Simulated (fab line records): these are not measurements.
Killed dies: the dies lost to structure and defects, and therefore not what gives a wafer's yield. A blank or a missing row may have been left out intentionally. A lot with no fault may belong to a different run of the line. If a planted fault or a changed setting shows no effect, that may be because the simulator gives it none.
Which tool did it? -- flow sfq line -- at 1 step of a route of 325, 7 lots with 21 wafers sampled

== WHAT THE GAUGES READ, wafer by wafer ==
SFQ_L0V_OVL_MEAS_903.
lot,measured,on,L0V_OVL (nm)
L179,day 5 14:19,overlay-02,5 7 -2
L184,day 6 16:50,overlay-01,3 -2 -3
L186,day 7 07:06,overlay-01,-6 -7 -2
L188,day 7 17:54,overlay-02,-2 8 7
L190,day 8 05:47,overlay-01,-4 -5 -3
L198,day 10 07:41,overlay-02,-6 -5 -12
L200,day 10 18:29,overlay-02,3 2 -5

== EACH LOT AND THE TOOL THAT RAN IT (in order: tool; ch and the chambers of the sampled wafers; start) ==
The record shows no process step preceding these readings.

== THE ANSWER, worked out from the rows above alone ==
Rule: what is usual is taken from the lots themselves. The widest of any qualifying gaps counts: lots, ordered by their means at a reading, are off when they make up no more than a third of the lots, leave a main group of 4 or more, and stand apart from it by 3 or more times the standard deviation of that group's means. The tables above print the reading to a certain number of digits; a main group whose means all agree to those digits is not used. A lot without any number at a reading at which 4 lots or more have one is off too. Where the step has rows for the other lots, those lots are counted as sound.
No lot is off at any reading shown: from this, nothing can be told.

== WHAT THE SIMULATOR PUT IN ==
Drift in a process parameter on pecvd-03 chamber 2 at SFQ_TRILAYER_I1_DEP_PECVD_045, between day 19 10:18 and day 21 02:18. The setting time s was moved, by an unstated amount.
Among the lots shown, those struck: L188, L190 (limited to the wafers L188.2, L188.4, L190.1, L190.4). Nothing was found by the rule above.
